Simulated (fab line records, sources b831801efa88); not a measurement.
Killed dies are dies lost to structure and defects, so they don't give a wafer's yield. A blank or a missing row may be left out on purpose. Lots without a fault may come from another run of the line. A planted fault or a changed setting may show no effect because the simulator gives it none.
Which tool did it? | flow sky130 | 6 lots, 18 wafers sampled, at 1 step of a route of 708

WHAT THE GAUGES READ, wafer by wafer
SKY_LDD_N_OVL_MEAS_07.
lot  | measured     | on         | LDD_N_OVL (nm)
L236 | day 18 12:01 | overlay-02 | -3.7 -3.2 -3.8
L238 | day 19 00:46 | overlay-02 | -2.1 -1.6 -3.5
L240 | day 20 07:38 | overlay-01 | -2.4 -1.4 -2.1
L242 | day 20 18:01 | overlay-01 | -3.2 -5.0 -3.0
L252 | day 24 13:19 | overlay-01 | -2.1 -0.3 -2.0
L256 | day 25 23:23 | overlay-01 | 0.4 -0.5 -0.7

WHICH TOOL RAN EACH LOT (tool, then ch and the chambers of the sampled wafers, then the start)
The record holds no process step before these readings.

THE ANSWER, worked out from the rows above alone
Rule: what is usual is taken from the lots themselves. Put in order of their means at a reading, lots are off if they are a third of the lots or fewer, leave a main group of 4 or more, and stand apart from it by a gap of 3 or more times the standard deviation of the main group's means; of several such gaps the widest counts. A main group whose means are all the same, to the digits that the tables above print for the reading, isn't used. A lot without any number at a reading at which 4 lots or more have one is off too. The other lots that the step has rows for count as sound.
No lot is off at any reading shown: from this, nothing can be told.

WHAT THE SIMULATOR HAD PUT IN
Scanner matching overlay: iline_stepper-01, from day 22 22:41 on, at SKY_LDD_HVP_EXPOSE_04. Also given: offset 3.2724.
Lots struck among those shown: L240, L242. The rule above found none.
